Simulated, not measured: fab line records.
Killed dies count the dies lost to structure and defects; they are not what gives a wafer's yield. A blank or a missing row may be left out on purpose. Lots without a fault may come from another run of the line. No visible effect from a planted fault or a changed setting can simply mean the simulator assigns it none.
A struck lot beside a sound one    flow gf180mcu    14 out of 602 route steps
Sound: the wafers L638.2, L638.3, L638.6. Wafers struck: L643.1, L643.4, L643.6. At the end, the cause is stated.
For every step that has rows: the tool of each side, followed by ch and its chambers, followed by its first start. Under that, the readings that differ: sound wafers    struck wafers    difference of the means    sigmas: that difference in standard deviations of wafers without a fault.
alike: words and numbers the same on both sides, and readings whose means are apart by under 2 such deviations; not compared: readings that were withheld, readings missing a value for some wafer, numbers with overlapping values and no deviation given by the record, and bounds like >300 which may hide the same value.
The two part at a step that has a row with sigmas, a row that says differs or no value, or rows on one side only. When numbers do not overlap yet have no deviation, they are printed without sigmas and do not part them. A reading missing from all wafers of one side parts the sides only when that side holds two or more wafers.

GF_POLY_GATE_OVL_MEAS_11:
  sound: overlay-01 at day 11 09:46; struck: overlay-02 at day 13 02:21
  alike: POLY_GATE_OVL
GF_POLY_GATE_ETCH_12: etches BARC in N2/H2.
  sound on rieDiel-03 ch 1,2,3, day 11 09:47; struck on rieDiel-02 ch 0,1, day 13 02:23
  alike: drypumpMotorCurrentA, oesProductAu, rfFwdPowerW, throttleValvePct
GF_POLY_GATE_ETCH_13: etches poly-Si in HBr/Cl2, stops on SiO2, target depth 198.5 nm, time 69.6 s.
  sound on rieSi-01 ch 0,1,2, day 11 09:50; struck on rieSi-02 ch 0,1,2, day 13 02:26
  alike: drypumpMotorCurrentA, oesProductAu, rfFwdPowerW, throttleValvePct
  not compared: rfHoursCounterH
GF_POLY_GATE_STRIP_14: strips in O2/N2.
  sound on plasmaAsher-03 ch 1, day 11 09:53; struck on plasmaAsher-02 ch 0,1, day 13 02:29
reading           sound        struck       difference  sigmas
heaterPowerW (W)  332 334 329  276 269 314  -45         -2
  alike: drypumpMotorCurrentA, oesProductAu
  not compared: rfHoursCounterH
then, 2 steps without rows for these wafers: GF_POLY_GATE_CLEAN_15 (cleans in SC1/SC2, time 150 s); GF_POLY_GATE_OXIDATION_16 (stabilise 600 s, purge 300 s, target thk 4 nm).
GF_POLY_GATE_THK_MEAS_17:
  sound: filmMetro-03 at day 11 11:18; struck: filmMetro-02 at day 13 03:53
  alike: POLY_GATE_OXIDATION_THK
GF_POLY_GATE_CD_MEAS_18:
  sound: cdSem-02 at day 11 11:23; struck: cdSem-01 at day 13 03:57
  alike: cdNm
then, 4 steps without rows for these wafers: GF_HV_LDD_DEHYDRATE_00 (time 60 s); GF_HV_LDD_HMDS_01 (prime time 60 s); GF_HV_LDD_COAT_02 (resist thk 1000 nm); GF_HV_LDD_SOFTBAKE_03 (time 60 s).
GF_HV_LDD_EXPOSE_04: exposes mask Nplus LV AREA, target cd 400 nm.
  struck on ilineStepper-02, day 13 14:21; sound on ilineStepper-01 ch 0, day 11 21:03
  no value came back on the struck wafers for exposureDoseMJCm2, focusOffsetNm (nm); on the sound wafers exposureDoseMJCm2 reads 139.89 139.86 139.97
  alike: mask
then, 1 step without rows for these wafers: GF_HV_LDD_PEB_05.

== WHERE THEY PART ==
Last at GF_HV_LDD_EXPOSE_04 as far as this record goes, first at GF_POLY_GATE_STRIP_14.

WHY: the cause the simulator had injected
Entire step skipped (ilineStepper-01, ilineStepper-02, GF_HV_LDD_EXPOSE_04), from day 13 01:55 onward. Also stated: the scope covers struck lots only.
